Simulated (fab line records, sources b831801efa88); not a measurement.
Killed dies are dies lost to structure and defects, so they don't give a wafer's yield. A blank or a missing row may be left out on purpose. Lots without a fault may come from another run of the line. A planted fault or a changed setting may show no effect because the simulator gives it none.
A struck lot beside a sound one | flow sky130 | 14 steps out of a route of 708
Sound: wafers L737.2, L737.3, L737.6. Struck: wafer L743.1. (L743.2, L743.3 of the same lot were not struck and are left out.) The cause comes at the end.
At each step with rows: each side's tool, then ch and its chambers, then its first start. Under that, the readings that differ: sound wafers | struck wafers | difference of the means | sigmas: that difference in standard deviations of wafers without a fault.
alike: readings whose means differ by less than 2 such deviations, and words and numbers that are the same on both sides. not compared: withheld readings, readings that some wafer has no value for, bounds like >300 that may hide the same value, and numbers for which the record gives no deviation and whose values overlap.
The two part at a step that has a row with sigmas, a row that says differs or no value, or rows on one side only. Numbers that don't overlap but have no deviation are shown without sigmas and don't part them. A reading that every wafer of one side lacks parts them only if that side has two wafers or more.

SKY_LOCAL_INTERCONNECT_THK_MEAS_02: measures by xrf.
  sound on film_metro-03, day 32 05:37; struck on film_metro-02, day 33 12:11
  alike: LOCAL_INTERCONNECT_TIN_THK
then, 8 steps without rows for these wafers: SKY_LOCAL_INTERCONNECT_DEHYDRATE_03 (time 60 s); SKY_LOCAL_INTERCONNECT_HMDS_04 (prime time 60 s); SKY_LOCAL_INTERCONNECT_COAT_05 (resist thk 60 nm); SKY_LOCAL_INTERCONNECT_COAT_06 (resist thk 450 nm); SKY_LOCAL_INTERCONNECT_SOFTBAKE_07 (time 90 s); SKY_LOCAL_INTERCONNECT_EXPOSE_08 (exposes mask LI1M, target cd 170 nm); SKY_LOCAL_INTERCONNECT_PEB_09; SKY_LOCAL_INTERCONNECT_DEVELOP_10 (develop time 60 s).
SKY_LOCAL_INTERCONNECT_CD_MEAS_11: target cd 170 nm.
  sound on cd_sem-02, day 33 07:59; struck on cd_sem-02, day 34 14:25
  alike: cd_nm
SKY_LOCAL_INTERCONNECT_OVL_MEAS_12:
  sound on overlay-02, day 33 08:06; struck on overlay-01, day 34 14:32
  alike: LOCAL_INTERCONNECT_OVL
SKY_LOCAL_INTERCONNECT_ETCH_13: etches BARC in N2/H2, stops on SiO2, time 45.9 s, target depth 60 nm.
  sound on rie_metal-03 ch 1, day 33 08:08; struck on rie_metal-03 ch 0, day 34 14:35
  reading                     | sound             | struck | difference | sigmas
  drypump_motor_current_A (A) | 6.52 6.52 6.57    | 5.80   | -0.74      | -3
  oes_product_au (a.u.)       | 0.852 0.858 0.852 | 0.844  | -0.010     | -2
  alike: throttle_valve_pct
  not compared: rf_hours_counter_h
SKY_LOCAL_INTERCONNECT_METAL_ETCH_14: etches TiN in Cl2/BCl3, stops on PSG, target depth 110 nm, time 31.4 s.
  sound on rie_metal-03 ch 1, day 33 08:11; struck on rie_metal-03 ch 0, day 34 14:38
  reading                                                   | sound           | struck | difference | sigmas
  drypump_motor_current_A (A)                               | 6.46 6.49 6.48  | 5.79   | -0.69      | -2
  model.KrF-thick_of_LOCAL_INTERCONNECT_COAT_06.thk_nm (nm) | 350 349.4 348.2 | 351.6  | +2.4       |
  model.LOCAL_INTERCONNECT.feature_depth_nm (nm)            | 101 100.9 101.8 | 96.83  | -4.40      |
  model.etch.depth_nm (nm)                                  | 101 100.9 101.8 | 96.83  | -4.40      |
  alike: bcl3_flow_sccm, oes_product_au, throttle_valve_pct
  not compared: rf_hours_counter_h
SKY_LOCAL_INTERCONNECT_STRIP_15: strips in O2/N2.
  sound on plasma_asher-02 ch 0,1, day 33 08:14; struck on plasma_asher-02 ch 1, day 34 14:41
  alike: drypump_motor_current_A, oes_product_au, strip_time_to_endpoint_s
  not compared: rf_hours_counter_h

WHERE THEY PART
First at SKY_LOCAL_INTERCONNECT_ETCH_13; last, within this record, at SKY_LOCAL_INTERCONNECT_METAL_ETCH_14. Later steps at which nothing parts them and some readings are alike: SKY_LOCAL_INTERCONNECT_STRIP_15.

WHY: what the simulator had put in
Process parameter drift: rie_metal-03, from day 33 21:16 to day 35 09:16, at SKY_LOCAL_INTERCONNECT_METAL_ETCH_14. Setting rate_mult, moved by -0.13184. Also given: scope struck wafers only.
